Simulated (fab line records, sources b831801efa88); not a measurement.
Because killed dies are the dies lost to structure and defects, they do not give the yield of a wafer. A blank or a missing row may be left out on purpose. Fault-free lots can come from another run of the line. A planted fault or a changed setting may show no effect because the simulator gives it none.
A lot that was struck, set against a sound lot | flow gf180mcu | 44 out of 602 route steps
Sound: these wafers, L631.3, L631.4, L631.5. Struck: wafers L641.3, L641.4, L641.5. The cause comes at the end.
At each step with rows: each side's tool, then ch and its chambers, then its first start. Under that, the readings that differ: sound wafers | struck wafers | difference of the means | sigmas: that difference in standard deviations of wafers without a fault.
alike: readings with means less than 2 such deviations apart, plus words and numbers identical on both sides. not compared: withheld readings, readings lacking a value on some wafer, bounds such as >300 that could conceal the same value, and numbers that have no deviation in the record and whose values overlap.
A row with sigmas, a row that says differs or no value, or rows on one side alone: a step with any of these is where the two part. Non-overlapping numbers with no deviation appear without sigmas and do not part them. Lack of a reading on every wafer of one side parts them only where that side has two or more wafers.

first, 1 step without rows for these wafers: GF_MVSD_IMPLANT_09.
GF_MVSD_STRIP_10: strips in O2/N2.
  sound on plasma_asher-02 ch 0,1, day 6 04:26; struck on plasma_asher-02 ch 0,1, day 8 12:17
  alike: chamber_pressure_mTorr, drypump_motor_current_A, heater_power_w, n2_flow_sccm, oes_product_au, strip_time_to_endpoint_s
  not compared: rf_hours_counter_h
GF_MVSD_TW_MEAS_11:
  struck on film_metro-04, day 8 12:22; sound on film_metro-03, day 6 04:31
  alike: MVSD_TW
then, 7 steps without rows for these wafers: GF_MVPSD_DEHYDRATE_00 (time 60 s); GF_MVPSD_HMDS_01 (prime time 60 s); GF_MVPSD_COAT_02 (resist thk 3000 nm); GF_MVPSD_SOFTBAKE_03; GF_MVPSD_EXPOSE_04 (exposes mask MVPSD, target cd 1000 nm); GF_MVPSD_PEB_05; GF_MVPSD_DEVELOP_06 (develop time 60 s).
GF_MVPSD_OVL_MEAS_07:
  struck on overlay-02, day 9 05:02; sound on overlay-02, day 6 19:15
  alike: MVPSD_OVL
next, for these wafers, 1 step has no rows: GF_MVPSD_IMPLANT_08.
GF_MVPSD_IMPLANT_09:
  sound on implanter-04 ch 0, day 6 19:29; struck on implanter-03 ch 0, day 9 05:16
  reading            | sound                         | struck                       | difference | sigmas
  dose_ions_cm2      | 5.002e+12 4.999e+12 5.005e+12 | 4.486e+12 4.483e+12 4.48e+12 | -5.190e+11 | -96
  faraday_current_uA | 28.4 29.0 28.2                | 26.0 26.5 25.3               | -2.6       | -5
GF_MVPSD_STRIP_10: strips in O2/N2.
  sound on plasma_asher-03 ch 0,1, day 6 19:37; struck on plasma_asher-03 ch 0,1, day 9 05:24
  alike: chamber_pressure_mTorr, drypump_motor_current_A, heater_power_w, n2_flow_sccm, oes_product_au, strip_time_to_endpoint_s
  not compared: rf_hours_counter_h
GF_MVPSD_TW_MEAS_11:
  struck on film_metro-04, day 9 05:29; sound on film_metro-01, day 6 19:42
  alike: MVPSD_TW
then, 7 steps without rows for these wafers: GF_VT_IMPLANT_DEHYDRATE_00 (time 60 s); GF_VT_IMPLANT_HMDS_01 (prime time 60 s); GF_VT_IMPLANT_COAT_02 (resist thk 1000 nm); GF_VT_IMPLANT_SOFTBAKE_03 (time 60 s); GF_VT_IMPLANT_EXPOSE_04 (exposes mask LVPWELL LV AREA, target cd 600 nm); GF_VT_IMPLANT_PEB_05; GF_VT_IMPLANT_DEVELOP_06 (develop time 60 s).
GF_VT_IMPLANT_OVL_MEAS_07:
  struck on overlay-01, day 9 22:07; sound on overlay-02, day 7 11:07
  alike: VT_IMPLANT_OVL
next, for these wafers, 1 step has no rows: GF_VT_IMPLANT_IMPLANT_08.
GF_VT_IMPLANT_STRIP_09: strips in O2/N2.
  sound on plasma_asher-02 ch 0,1, day 7 11:19; struck on plasma_asher-02 ch 0,1, day 9 22:19
  alike: chamber_pressure_mTorr, drypump_motor_current_A, heater_power_w, n2_flow_sccm, oes_product_au, strip_time_to_endpoint_s
  not compared: rf_hours_counter_h
GF_VT_IMPLANT_TW_MEAS_10:
  struck on film_metro-01, day 9 22:24; sound on film_metro-04, day 7 11:25
  reading       | sound       | struck      | difference | sigmas
  VT_IMPLANT_TW | 566 566 568 | 555 556 554 | -12        | -2
then, 7 steps without rows for these wafers: GF_VT_IMPLANT_DEHYDRATE_11 (time 60 s); GF_VT_IMPLANT_HMDS_12 (prime time 60 s); GF_VT_IMPLANT_COAT_13 (resist thk 1000 nm); GF_VT_IMPLANT_SOFTBAKE_14 (time 60 s); GF_VT_IMPLANT_EXPOSE_15 (exposes mask Nwell LV AREA, target cd 860 nm); GF_VT_IMPLANT_PEB_16; GF_VT_IMPLANT_DEVELOP_17 (develop time 60 s).
GF_VT_IMPLANT_OVL_MEAS_18:
  struck on overlay-01, day 10 16:15; sound on overlay-02, day 8 03:00
  alike: VT_IMPLANT_01_OVL
next, for these wafers, 1 step has no rows: GF_VT_IMPLANT_IMPLANT_19.
GF_VT_IMPLANT_STRIP_20: strips in O2/N2.
  sound on plasma_asher-02 ch 0,1, day 8 03:13; struck on plasma_asher-01 ch 0,1, day 10 16:28
  alike: chamber_pressure_mTorr, drypump_motor_current_A, heater_power_w, n2_flow_sccm, oes_product_au, strip_time_to_endpoint_s
  not compared: rf_hours_counter_h
GF_VT_IMPLANT_TW_MEAS_21:
  struck on film_metro-01, day 10 16:33; sound on film_metro-02, day 8 03:18
  reading         | sound          | struck         | difference | sigmas
  VT_IMPLANT_2_TW | 1223 1226 1224 | 1200 1202 1200 | -24        | -3
then, 5 steps without rows for these wafers: GF_VT_IMPLANT_DEHYDRATE_22 (time 60 s); GF_VT_IMPLANT_HMDS_23 (prime time 60 s); GF_VT_IMPLANT_COAT_24 (resist thk 1000 nm); GF_VT_IMPLANT_SOFTBAKE_25 (time 60 s); GF_VT_IMPLANT_EXPOSE_26 (exposes mask LVPWELL HV AREA, target cd 860 nm).
GF_VT_IMPLANT_RS_MEAS_49: measures by four-point-probe.
  struck on film_metro-03, day 12 06:48; sound on film_metro-03, day 9 13:18
  reading           | sound                | struck               | difference | sigmas
  MVPSD_RS (ohm/sq) | 1170.4 1169.4 1170.4 | 1196.1 1197.9 1198.6 | +27.5      | +10
-- a jump in the record: the struck wafers' starts before and after are 21 days apart (it breaks off in module VT_IMPLANT and resumes in module PASSIVATION, where the first step shown is number 602 of the route) --
GF_PASSIVATION_PROBE_99:
  rows exist in the record for the struck wafers here (prober-01, day 33 16:05), but not for the sound ones

== WHERE THEY PART ==
First at GF_MVPSD_IMPLANT_09; last, within this record, at GF_PASSIVATION_PROBE_99.

WHY: whatever the simulator had introduced
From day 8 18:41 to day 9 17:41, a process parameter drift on implanter-03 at GF_MVPSD_IMPLANT_09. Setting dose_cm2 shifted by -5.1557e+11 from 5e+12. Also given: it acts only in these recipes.
